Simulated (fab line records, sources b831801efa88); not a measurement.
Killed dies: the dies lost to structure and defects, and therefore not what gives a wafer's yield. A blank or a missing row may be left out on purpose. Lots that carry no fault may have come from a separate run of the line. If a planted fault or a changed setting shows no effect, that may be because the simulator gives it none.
One fault seen from 2 desks | flow gf180mcu | numbers are kept per desk, each desk with only its own; the story behind them comes last

## TOOL OWNER'S DESK, pecvd-03
The tool's own readings at GF_PASSIVATION_CVD_00 (deposits SiO2 from TEOS, target thk 1000 nm, time 111.95 s): means of the sampled wafers that have a number, for each lot that ran on this tool. Marked OUT: a lot whose mean sits more than 4 standard deviations from the usual mean, which makes it out of limits; the brackets give that distance.
Columns: A = heater_power_w at GF_PASSIVATION_CVD_00, usual 729 W; B = run_length_s at GF_PASSIVATION_CVD_00, usual 139.7 s
lot  | first seen here | A   | B
L345 | day 28 01:13    | 727 | 139.2
L348 | day 29 11:50    | 725 | 139.5
L350 | day 29 17:33    | 761 | 139.7
L352 | day 30 10:45    | 709 | 139.8
L364 | day 33 12:04    | 642 | 118.2 (-46) OUT
This desk finds L364 out of limits, L364 being first, at day 33 12:04 (run_length_s at GF_PASSIVATION_CVD_00). L345, L348, L350, L352 stayed within limits.

## FROM THE METROLOGY DESK
Means of the sampled wafers that have a number, per lot and without regard to the tool the lot ran on: this is what the gauges read. Marked OUT: a lot whose mean sits more than 4 standard deviations from the usual mean, which makes it out of limits; the brackets give that distance.
Columns: A = PASSIVATION_CVD_00_THK at GF_PASSIVATION_THK_MEAS_01, usual 996 nm
lot  | first seen here | A
L345 | day 28 01:19    | 998
L348 | day 29 11:55    | 993
L350 | day 29 17:39    | 1004
L351 | day 30 00:38    | 998
L352 | day 30 10:50    | 1017
L353 | day 30 11:25    | 989
L354 | day 30 18:07    | 1000
L355 | day 31 04:29    | 1001
L356 | day 31 06:53    | 995
L358 | day 32 00:47    | 1005
L364 | day 33 12:09    | 820 (-14) OUT
L368 | day 34 04:49    | 980
This desk's result: L364 out of limits, first on L364 (PASSIVATION_CVD_00_THK at GF_PASSIVATION_THK_MEAS_01), day 33 12:09. L345, L348, L350, L351, L352, L353, L354, L355, L356, L358, L368 stayed within limits.

## TAKEN TOGETHER
The tool owner's desk had the chance to raise an alarm at day 33 12:04 on L364.
The metrology desk could have raised an alarm at day 33 12:09, on L364.
GF_PASSIVATION_CVD_00 was run on pecvd-03 by each of the lots named.

## WHAT THE SIMULATOR HAD INSERTED
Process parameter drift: pecvd-03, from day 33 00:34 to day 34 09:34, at GF_PASSIVATION_CVD_00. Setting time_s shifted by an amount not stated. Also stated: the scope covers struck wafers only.
Lots struck among those shown: L364.
Delay (hours) between the fault's onset and each desk's first out-of-limits reading: 12 at the tool owner's desk, 12 at the metrology desk.
